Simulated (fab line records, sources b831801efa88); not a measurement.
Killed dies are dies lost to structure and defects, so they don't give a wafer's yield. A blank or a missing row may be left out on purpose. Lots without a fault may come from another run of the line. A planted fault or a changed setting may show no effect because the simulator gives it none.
fab line records | flow sky130 | part 1 of 2: steps 1 to 22 of 31
record lots=5 wafers=15 last_day=48
route steps=708 shown VT_ADJUST_HVTP@88 VT_ADJUST_LVTN@97
lots that met no fault: from a run of the same line without faults
start_h: hours from the record's first day to the start of the lot's first wafer shown | wait_h: hours since the lot's step before | " the same as in the row above | L1.1+2: a row that stands for several wafers | - no value, or no start given | * or withheld: withheld | < > ~ a bound
route shown NAME@n: a module of which the file shows steps, and the number in the route of the first | usual: mean/standard deviation of fault-free wafers | same: alike in all rows | chamber/n: place in a boat | sites: the reading at each site | _std_site: their standard deviation | _edge_site: outer sites' mean less inner sites' | radius_mm: how far each site lies from the wafer's centre | mask NAME#n: copy n | behind: the tool/chamber that last shaped the wafer | hold: why the lot was held/for how many hours/how that ended | device: the transistor (n, p or np) that didn't switch | end of line: the same wafers' tests at the end of the route | a step without rows: its recipe alone | killed: dies lost to structure and defects at the first sort, not the wafer's yield | map: a wafer's dies, x killed, . not, _ none there
set.NAME: the setting as run; set.NAME@STEP: as run at that earlier step | model.NAME: the simulator's own value behind a step, which no gauge read
lots at some steps of the route; a table a step, a row a wafer
services: from which hour (start_h, from the record's first day; less than 0 if before it) a tool's chamber was out of use, for how many hours, and why
## steps
# step SKY_VT_ADJUST_HVTP_SOFTBAKE_03
# recipe temp_c=90 time_s=60 resist=NOVOLAK
# usual exhaust_pa=45.2/0.93
# columns lot.wafer tool chamber start_h wait_h exhaust_pa
L075.1 litho_track-02 0 115.98 0.1 44.9
L075.2 " 0 " " 44.8
L075.6 " 0 " " 44.5
L076.1 litho_track-02 0 123.83 0.1 45.5
L076.2 " 0 " " 45.7
L076.4 " 0 " " 46.5
L087.1 litho_track-03 0 197.63 0.1 45.5
L087.2 " 0 " " 46.0
L087.3 " 0 " " 43.6
L089.2 litho_track-01 0 209.34 0.1 45.2
L089.3 " 0 " " 44.5
L089.4 " 0 " " 45.7
L091.2 litho_track-02 0 219.25 0.1 45.8
L091.3 " 0 " " 45.7
L091.5 " 0 " " 45.2
# step SKY_VT_ADJUST_HVTP_EXPOSE_04
# recipe mask_id=HVTPM na=0.6 source_shape=conventional sigma_outer=0.6 polarization=unpolarized target_cd_nm=380 dose_mj=140
# usual focus_offset_nm=0.0/0.51 reticle_temp_C=23.00/0.099 stage_vel_mm_s=499.95/0.22
# columns lot.wafer tool chamber start_h wait_h mask focus_offset_nm reticle_temp_C stage_vel_mm_s
L075.1 iline_stepper-01 0 - - HVTPM#0 0.3 23.15 499.74
L075.2 " 0 " " HVTPM#0 -0.4 22.94 499.97
L075.6 " 0 " " HVTPM#0 -0.3 22.91 499.95
L076.1 iline_stepper-01 0 - - HVTPM#0 -0.2 22.96 499.89
L076.2 " 0 " " HVTPM#0 0.3 23.05 500.09
L076.4 " 0 " " HVTPM#0 0.6 22.84 500.09
L087.1 iline_stepper-01 0 - - HVTPM#0 0.7 22.95 499.70
L087.2 " 0 " " HVTPM#0 0.9 22.90 499.93
L087.3 " 0 " " HVTPM#0 0.7 22.79 500.01
L089.2 iline_stepper-01 0 - - HVTPM#0 -0.5 23.04 499.98
L089.3 " 0 " " HVTPM#0 -0.2 23.05 499.42
L089.4 " 0 " " HVTPM#0 -0.9 23.04 500.04
L091.2 iline_stepper-01 0 - - HVTPM#0 -1.2 23.11 500.01
L091.3 " 0 " " HVTPM#0 -0.4 23.12 499.94
L091.5 " 0 " " HVTPM#0 0.0 23.06 499.73
# step SKY_VT_ADJUST_HVTP_PEB_05
# recipe temp_c=withheld time_s=* resist=NOVOLAK
# usual exhaust_pa=45.0/0.84
# columns lot.wafer tool chamber start_h wait_h exhaust_pa
L075.1 litho_track-01 0 - - 45.9
L075.2 " 0 " " 45.0
L075.6 " 0 " " 44.7
L076.1 litho_track-01 0 - - 46.3
L076.2 " 0 " " 44.8
L076.4 " 0 " " 45.2
L087.1 litho_track-01 0 - - 44.7
L087.2 " 0 " " 45.0
L087.3 " 0 " " 45.3
L089.2 litho_track-01 0 - - 44.1
L089.3 " 0 " " 43.9
L089.4 " 0 " " 44.1
L091.2 litho_track-03 0 - - 44.1
L091.3 " 0 " " 44.6
L091.5 " 0 " " 44.8
# step SKY_VT_ADJUST_HVTP_DEVELOP_06
# recipe resist=NOVOLAK developer=TMAH develop_time_s=60 dev_temp_c=23
# usual exhaust_pa=44.9/0.82
# columns lot.wafer tool chamber start_h wait_h exhaust_pa
L075.1 litho_track-01 0 124.76 0.1 44.4
L075.2 " 0 " " 44.6
L075.6 " 0 " " 43.8
L076.1 litho_track-01 0 132.36 0.1 43.6
L076.2 " 0 " " 44.2
L076.4 " 0 " " 43.9
L087.1 litho_track-01 0 207.11 0.1 45.2
L087.2 " 0 " " 45.3
L087.3 " 0 " " 45.9
L089.2 litho_track-01 0 219.94 0.1 44.3
L089.3 " 0 " " 44.0
L089.4 " 0 " " 44.9
L091.2 litho_track-03 0 230.16 0.1 46.2
L091.3 " 0 " " 44.5
L091.5 " 0 " " 44.4
# step SKY_VT_ADJUST_HVTP_CD_MEAS_07
# recipe target_cd_nm=380
# usual cd_nm=380.3/2.6
# columns lot.wafer tool chamber start_h wait_h cd_nm
L075.1 cd_sem-01 - 124.91 0.1 379.7
L075.2 " - " " 379.5
L075.6 " - " " 380.8
L076.1 cd_sem-02 - 132.51 0.1 381.7
L076.2 " - " " 380.3
L076.4 " - " " 377.9
L087.1 cd_sem-01 - 207.26 0.1 382.3
L087.2 " - " " 379.1
L087.3 " - " " 381.9
L089.2 cd_sem-01 - 220.08 0.1 379.2
L089.3 " - " " 378.3
L089.4 " - " " 377.8
L091.2 cd_sem-02 - 230.30 0.1 381.6
L091.3 " - " " 383.6
L091.5 " - " " 381.2
# step SKY_VT_ADJUST_HVTP_OVL_MEAS_08
# usual VT_ADJUST_HVTP_OVL=0.3/1.3
# columns lot.wafer tool chamber start_h wait_h VT_ADJUST_HVTP_OVL[nm]
L075.1 overlay-02 - 125.03 0.1 0.4
L075.2 " - " " 0.2
L075.6 " - " " 1.1
L076.1 overlay-02 - 132.63 0.1 0.8
L076.2 " - " " 1.0
L076.4 " - " " -0.5
L087.1 overlay-02 - 207.38 0.1 1.1
L087.2 " - " " 1.0
L087.3 " - " " 1.6
L089.2 overlay-01 - 220.19 0.1 2.4
L089.3 " - " " 0.6
L089.4 " - " " 1.6
L091.2 overlay-02 - 230.41 0.1 -0.5
L091.3 " - " " -1.3
L091.5 " - " " -0.7
# step SKY_VT_ADJUST_HVTP_IMPLANT_09
# recipe species=As energy_kev=150 dose_cm2=4.3e+12 tilt_deg=withheld
# usual beam_on_s=10.00/0.22 faraday_current_uA=24.3/0.52
# columns lot.wafer tool chamber start_h wait_h beam_on_s faraday_current_uA
L075.1 implanter-04 0 125.07 0.0 9.84 24.7
L075.2 " 0 " " 9.77 24.7
L075.6 " 0 " " 10.09 24.1
L076.1 implanter-03 0 132.67 0.0 9.91 24.4
L076.2 " 0 " " 9.82 24.7
L076.4 " 0 " " 10.21 23.8
L087.1 implanter-03 0 207.42 0.0 10.13 23.8
L087.2 " 0 " " 9.93 24.4
L087.3 " 0 " " 9.99 24.2
L089.2 implanter-04 0 220.24 0.0 9.82 24.6
L089.3 " 0 " " 9.77 24.8
L089.4 " 0 " " 9.91 24.4
L091.2 implanter-01 0 230.46 0.0 9.71 24.9
L091.3 " 0 " " 9.59 25.2
L091.5 " 0 " " 9.57 25.3
# step SKY_VT_ADJUST_HVTP_STRIP_10
# recipe chemistry=O2/N2 power_w=1400 pressure_mtorr=1500 platen_temp_c=withheld o2_flow_sccm=3000 n2_flow_sccm=300 overash_fraction=0.5
# usual drypump_motor_current_A=5.8/0.45 oes_product_au=0.716/0.0043 strip_time_to_endpoint_s=14.17/0.033
# columns lot.wafer tool chamber start_h wait_h drypump_motor_current_A oes_product_au rf_hours_counter_h strip_time_to_endpoint_s
L075.1 plasma_asher-03 1 125.22 0.1 6.7 0.718 1 14.25
L075.2 " 0 " " 6.7 0.721 1 14.23
L075.6 " 1 " " 6.7 0.716 - 14.23
L076.1 plasma_asher-01 0 132.82 0.1 5.9 0.721 32 14.12
L076.2 " 1 " " 5.7 0.708 32 14.17
L076.4 " 1 " " 5.7 0.717 - 14.15
L087.1 plasma_asher-01 1 207.57 0.1 5.7 0.729 39 14.21
L087.2 " 0 " " 6.0 0.719 39 14.21
L087.3 " 1 " " 5.7 0.715 - 14.23
L089.2 plasma_asher-01 1 220.37 0.1 5.7 0.714 40 14.14
L089.3 " 0 " " 5.9 0.708 - 14.14
L089.4 " 1 " " 5.7 0.716 - 14.12
L091.2 plasma_asher-01 1 230.59 0.1 5.7 0.713 41 14.16
L091.3 " 1 " " 5.7 0.712 - 14.14
L091.5 " 1 " " 5.7 0.717 - 14.13
# step SKY_VT_ADJUST_HVTP_TW_MEAS_11
# usual VT_ADJUST_HVTP_TW=1344/6.4
# columns lot.wafer tool chamber start_h wait_h VT_ADJUST_HVTP_TW
L075.1 film_metro-02 - 125.32 0.1 1330
L075.2 " - " " 1336
L075.6 " - " " 1334
L076.1 film_metro-01 - 132.92 0.1 1351
L076.2 " - " " 1352
L076.4 " - " " 1350
L087.1 film_metro-02 - 207.67 0.1 1340
L087.2 " - " " 1337
L087.3 " - " " 1340
L089.2 film_metro-03 - 220.48 0.1 1345
L089.3 " - " " 1339
L089.4 " - " " 1350
L091.2 film_metro-03 - 230.70 0.1 1347
L091.3 " - " " 1340
L091.5 " - " " 1346
# step SKY_VT_ADJUST_LVTN_DEHYDRATE_00
# recipe temp_c=200 time_s=60
# usual exhaust_pa=44.8/0.96
# columns lot.wafer tool chamber start_h wait_h exhaust_pa
L075.1 litho_track-03 0 133.68 8.4 44.6
L075.2 " 0 " " 44.6
L075.6 " 0 " " 45.4
L076.1 litho_track-01 0 141.46 8.5 46.0
L076.2 " 0 " " 44.5
L076.4 " 0 " " 45.5
L087.1 litho_track-03 0 217.43 9.8 44.1
L087.2 " 0 " " 44.3
L087.3 " 0 " " 45.0
L089.2 litho_track-03 0 231.31 10.8 44.8
L089.3 " 0 " " 46.3
L089.4 " 0 " " 46.2
L091.2 litho_track-01 0 241.64 10.9 46.0
L091.3 " 0 " " 46.0
L091.5 " 0 " " 46.6
# step SKY_VT_ADJUST_LVTN_HMDS_01
# recipe prime_time_s=60 prime_temp_c=120
# usual exhaust_pa=45.1/0.95 prime_temp_c=120.03/0.13
# columns lot.wafer tool chamber start_h wait_h exhaust_pa prime_temp_c
L075.1 litho_track-03 0 133.83 0.1 45.5 119.99
L075.2 " 0 " " 46.6 120.07
L075.6 " 0 " " 46.9 120.04
L076.1 litho_track-01 0 141.61 0.1 45.2 119.92
L076.2 " 0 " " 46.0 119.98
L076.4 " 0 " " 45.2 120.00
L087.1 litho_track-03 0 217.58 0.1 44.3 120.21
L087.2 " 0 " " 44.2 120.14
L087.3 " 0 " " 45.6 120.07
L089.2 litho_track-03 0 231.46 0.1 45.8 119.96
L089.3 " 0 " " 45.6 120.09
L089.4 " 0 " " 45.9 119.98
L091.2 litho_track-01 0 241.79 0.1 43.5 120.01
L091.3 " 0 " " 44.4 120.13
L091.5 " 0 " " 44.3 120.33
# step SKY_VT_ADJUST_LVTN_COAT_02
# recipe spin_rpm=2000 resist_thk_nm=3000
# usual exhaust_pa=45.3/0.85 spin_speed_rpm=2000.2/1.4
# columns lot.wafer tool chamber start_h wait_h exhaust_pa spin_speed_rpm
L075.1 litho_track-03 0 133.98 0.1 46.2 1999.3
L075.2 " 0 " " 45.1 1999.3
L075.6 " 0 " " 46.3 1999.1
L076.1 litho_track-01 0 141.76 0.1 43.6 1998.6
L076.2 " 0 " " 45.1 2001.1
L076.4 " 0 " " 44.9 2003.9
L087.1 litho_track-03 0 217.73 0.1 45.4 2000.6
L087.2 " 0 " " 46.4 2000.5
L087.3 " 0 " " 45.9 1999.9
L089.2 litho_track-03 0 231.61 0.1 42.5 2001.3
L089.3 " 0 " " 44.9 2000.5
L089.4 " 0 " " 45.1 2000.2
L091.2 litho_track-01 0 241.94 0.1 44.5 1999.3
L091.3 " 0 " " 44.3 1998.4
L091.5 " 0 " " 45.3 1999.0
# step SKY_VT_ADJUST_LVTN_SOFTBAKE_03
# recipe temp_c=110 time_s=withheld
# usual exhaust_pa=45.0/0.91
# columns lot.wafer tool chamber start_h wait_h exhaust_pa
L075.1 litho_track-03 0 134.13 0.1 44.3
L075.2 " 0 " " 45.8
L075.6 " 0 " " 45.3
L076.1 litho_track-01 0 141.91 0.1 43.5
L076.2 " 0 " " 42.8
L076.4 " 0 " " 44.1
L087.1 litho_track-03 0 217.88 0.1 44.9
L087.2 " 0 " " 46.2
L087.3 " 0 " " 45.9
L089.2 litho_track-03 0 231.77 0.1 45.8
L089.3 " 0 " " 45.4
L089.4 " 0 " " 44.1
L091.2 litho_track-01 0 242.09 0.1 44.6
L091.3 " 0 " " 45.8
L091.5 " 0 " " 44.4
# step SKY_VT_ADJUST_LVTN_EXPOSE_04
# recipe mask_id=NWM_COMPLEMENT_LESS_NATIVE na=0.6 source_shape=conventional sigma_outer=0.6 polarization=unpolarized target_cd_nm=840 dose_mj=194
# usual focus_offset_nm=-0.1/0.48 reticle_temp_C=23.01/0.097 stage_vel_mm_s=500.06/0.25
# columns lot.wafer tool chamber start_h wait_h mask focus_offset_nm reticle_temp_C stage_vel_mm_s
L075.1 iline_stepper-01 0 - - NWM_COMPLEMENT_LESS_NATIVE#0 -0.3 22.98 500.31
L075.2 " 0 " " NWM_COMPLEMENT_LESS_NATIVE#0 0.6 22.92 499.91
L075.6 " 0 " " NWM_COMPLEMENT_LESS_NATIVE#0 0.8 22.89 499.72
L076.1 iline_stepper-02 0 - - NWM_COMPLEMENT_LESS_NATIVE#0 0.3 23.09 499.95
L076.2 " 0 " " NWM_COMPLEMENT_LESS_NATIVE#0 0.4 23.05 500.12
L076.4 " 0 " " NWM_COMPLEMENT_LESS_NATIVE#0 -0.4 23.09 499.61
L087.1 iline_stepper-02 0 - - NWM_COMPLEMENT_LESS_NATIVE#0 -0.7 22.99 499.90
L087.2 " 0 " " NWM_COMPLEMENT_LESS_NATIVE#0 0.4 23.10 499.98
L087.3 " 0 " " NWM_COMPLEMENT_LESS_NATIVE#0 -0.4 22.98 500.02
L089.2 iline_stepper-01 0 - - NWM_COMPLEMENT_LESS_NATIVE#0 0.1 22.99 499.95
L089.3 " 0 " " NWM_COMPLEMENT_LESS_NATIVE#0 -0.2 23.00 500.19
L089.4 " 0 " " NWM_COMPLEMENT_LESS_NATIVE#0 0.1 23.10 500.07
L091.2 iline_stepper-01 0 - - NWM_COMPLEMENT_LESS_NATIVE#0 -0.4 23.17 500.63
L091.3 " 0 " " NWM_COMPLEMENT_LESS_NATIVE#0 0.4 22.95 500.20
L091.5 " 0 " " NWM_COMPLEMENT_LESS_NATIVE#0 0.1 22.98 500.48
# step SKY_VT_ADJUST_LVTN_PEB_05
# recipe temp_c=115 time_s=withheld
# usual exhaust_pa=45.1/0.91
# columns lot.wafer tool chamber start_h wait_h exhaust_pa
L075.1 litho_track-01 0 - - 45.9
L075.2 " 0 " " 45.2
L075.6 " 0 " " 44.2
L076.1 litho_track-01 0 - - 45.4
L076.2 " 0 " " 46.2
L076.4 " 0 " " 45.3
L087.1 litho_track-03 0 - - 45.4
L087.2 " 0 " " 45.3
L087.3 " 0 " " 45.0
L089.2 litho_track-04 0 - - 44.7
L089.3 " 0 " " 45.9
L089.4 " 0 " " 44.9
L091.2 litho_track-01 0 - - 46.9
L091.3 " 0 " " 45.4
L091.5 " 0 " " 45.9
# step SKY_VT_ADJUST_LVTN_DEVELOP_06
# recipe wall_angle_deg=90 developer=TMAH develop_time_s=60 dev_temp_c=23
# usual exhaust_pa=44.8/0.84
# columns lot.wafer tool chamber start_h wait_h exhaust_pa
L075.1 litho_track-01 0 - - 43.8
L075.2 " 0 " " 43.5
L075.6 " 0 " " 44.5
L076.1 litho_track-01 0 - - 42.9
L076.2 " 0 " " 43.4
L076.4 " 0 " " 44.2
L087.1 litho_track-03 0 - - 45.3
L087.2 " 0 " " 45.6
L087.3 " 0 " " 45.6
L089.2 litho_track-04 0 - - 44.9
L089.3 " 0 " " 45.6
L089.4 " 0 " " 44.2
L091.2 litho_track-01 0 - - 43.6
L091.3 " 0 " " 44.4
L091.5 " 0 " " 44.1
# step SKY_VT_ADJUST_LVTN_OVL_MEAS_07
# usual VT_ADJUST_LVTN_OVL=0.3/1.6
# columns lot.wafer tool chamber start_h wait_h VT_ADJUST_LVTN_OVL[nm]
L075.1 overlay-01 - 143.41 - 3.4
L075.2 " - " " 1.2
L075.6 " - " " 4.3
L076.1 overlay-01 - 150.81 - 2.5
L076.2 " - " " 2.2
L076.4 " - " " 1.4
L087.1 overlay-02 - 228.98 - -1.2
L087.2 " - " " -2.9
L087.3 " - " " -0.7
L089.2 overlay-01 - 243.01 - 3.4
L089.3 " - " " 2.5
L089.4 " - " " 2.7
L091.2 overlay-01 - 254.22 - -1.3
L091.3 " - " " -1.4
L091.5 " - " " -1.0
# step SKY_VT_ADJUST_LVTN_IMPLANT_08
# recipe species=B energy_kev=30 dose_cm2=1.57e+12 tilt_deg=withheld
# usual beam_on_s=9.97/0.2 faraday_current_uA=8.87/0.17
# columns lot.wafer tool chamber start_h wait_h beam_on_s faraday_current_uA
L075.1 implanter-04 0 143.45 0.0 10.24 8.70
L075.2 " 0 " " 9.95 8.87
L075.6 " 0 " " 9.98 8.87
L076.1 implanter-03 0 150.85 0.0 9.80 9.03
L076.2 " 0 " " 9.83 8.97
L076.4 " 0 " " 9.96 8.89
L087.1 implanter-04 0 229.02 0.0 9.83 9.01
L087.2 " 0 " " 10.38 8.54
L087.3 " 0 " " 10.34 8.58
L089.2 implanter-04 0 243.06 0.0 9.83 8.98
L089.3 " 0 " " 9.96 8.87
L089.4 " 0 " " 10.02 8.86
L091.2 implanter-04 0 254.27 0.0 9.97 8.90
L091.3 " 0 " " 9.99 8.89
L091.5 " 0 " " 10.00 8.84
# step SKY_VT_ADJUST_LVTN_STRIP_09
# recipe chemistry=O2/N2 power_w=1400 pressure_mtorr=1500 platen_temp_c=withheld o2_flow_sccm=3000 n2_flow_sccm=300 overash_fraction=0.5
# usual drypump_motor_current_A=6.0/0.4 oes_product_au=0.722/0.0046 strip_time_to_endpoint_s=36.91/0.083
# columns lot.wafer tool chamber start_h wait_h drypump_motor_current_A oes_product_au rf_hours_counter_h strip_time_to_endpoint_s
L075.1 plasma_asher-01 1 143.60 0.1 5.7 0.726 33 36.82
L075.2 " 0 " " 6.0 0.724 33 36.90
L075.6 " 0 " " 5.9 0.719 - 36.85
L076.1 plasma_asher-04 0 151.00 0.1 6.1 0.718 46 36.86
L076.2 " 1 " " 5.4 0.720 46 37.00
L076.4 " 1 " " 5.4 0.729 - 36.98
L087.1 plasma_asher-01 1 229.17 0.1 5.7 0.722 41 36.95
L087.2 " 0 " " 6.0 0.725 41 37.02
L087.3 " 1 " " 5.7 0.723 - 36.89
L089.2 plasma_asher-01 1 243.19 0.1 5.7 0.720 43 36.85
L089.3 " 0 " " 5.9 0.721 - 36.93
L089.4 " 1 " " 5.7 0.723 - 36.88
L091.2 plasma_asher-03 0 254.40 0.1 6.7 0.723 12 36.91
L091.3 " 0 " " 6.7 0.725 - 36.85
L091.5 " 0 " " 6.7 0.723 - 36.91
# step SKY_VT_ADJUST_LVTN_TW_MEAS_10
# usual VT_ADJUST_LVTN_TW=240.4/1.7
# columns lot.wafer tool chamber start_h wait_h VT_ADJUST_LVTN_TW
L075.1 film_metro-01 - 143.70 0.1 239.9
L075.2 " - " " 241.5
L075.6 " - " " 239.6
L076.1 film_metro-01 - 151.10 0.1 239.9
L076.2 " - " " 241.2
L076.4 " - " " 240.1
L087.1 film_metro-03 - 229.27 0.1 240.6
L087.2 " - " " 240.4
L087.3 " - " " 241.1
L089.2 film_metro-04 - 243.30 0.1 242.3
L089.3 " - " " 242.7
L089.4 " - " " 242.2
L091.2 film_metro-01 - 254.51 0.1 241.6
L091.3 " - " " 239.3
L091.5 " - " " 240.4
# step SKY_VT_ADJUST_LVTN_DEHYDRATE_11
# recipe temp_c=200 time_s=60
# usual exhaust_pa=45.0/0.84
# columns lot.wafer tool chamber start_h wait_h exhaust_pa
L075.1 litho_track-01 0 152.26 8.6 46.4
L075.2 " 0 " " 45.7
L075.6 " 0 " " 46.6
L076.1 litho_track-04 0 160.60 9.5 45.6
L076.2 " 0 " " 44.7
L076.4 " 0 " " 44.5
L087.1 litho_track-03 0 239.88 10.6 46.3
L087.2 " 0 " " 45.7
L087.3 " 0 " " 45.6
L089.2 litho_track-03 0 254.56 11.3 45.6
L089.3 " 0 " " 45.5
L089.4 " 0 " " 45.7
L091.2 litho_track-03 0 265.56 11.0 45.9
L091.3 " 0 " " 45.0
L091.5 " 0 " " 44.9
# step SKY_VT_ADJUST_LVTN_HMDS_12
# recipe prime_time_s=60 prime_temp_c=120
# usual exhaust_pa=44.9/0.82 prime_temp_c=119.99/0.15
# columns lot.wafer tool chamber start_h wait_h exhaust_pa prime_temp_c
L075.1 litho_track-01 0 152.41 0.1 45.1 119.96
L075.2 " 0 " " 45.0 120.06
L075.6 " 0 " " 45.1 120.02
L076.1 litho_track-04 0 160.75 0.1 46.0 120.03
L076.2 " 0 " " 44.3 120.12
L076.4 " 0 " " 45.8 120.02
L087.1 litho_track-03 0 240.03 0.1 45.0 119.58
L087.2 " 0 " " 45.4 120.03
L087.3 " 0 " " 45.1 119.94
L089.2 litho_track-03 0 254.71 0.1 45.5 120.07
L089.3 " 0 " " 44.9 120.18
L089.4 " 0 " " 45.5 120.17
L091.2 litho_track-03 0 265.71 0.1 45.5 120.24
L091.3 " 0 " " 44.1 120.26
L091.5 " 0 " " 45.1 120.33
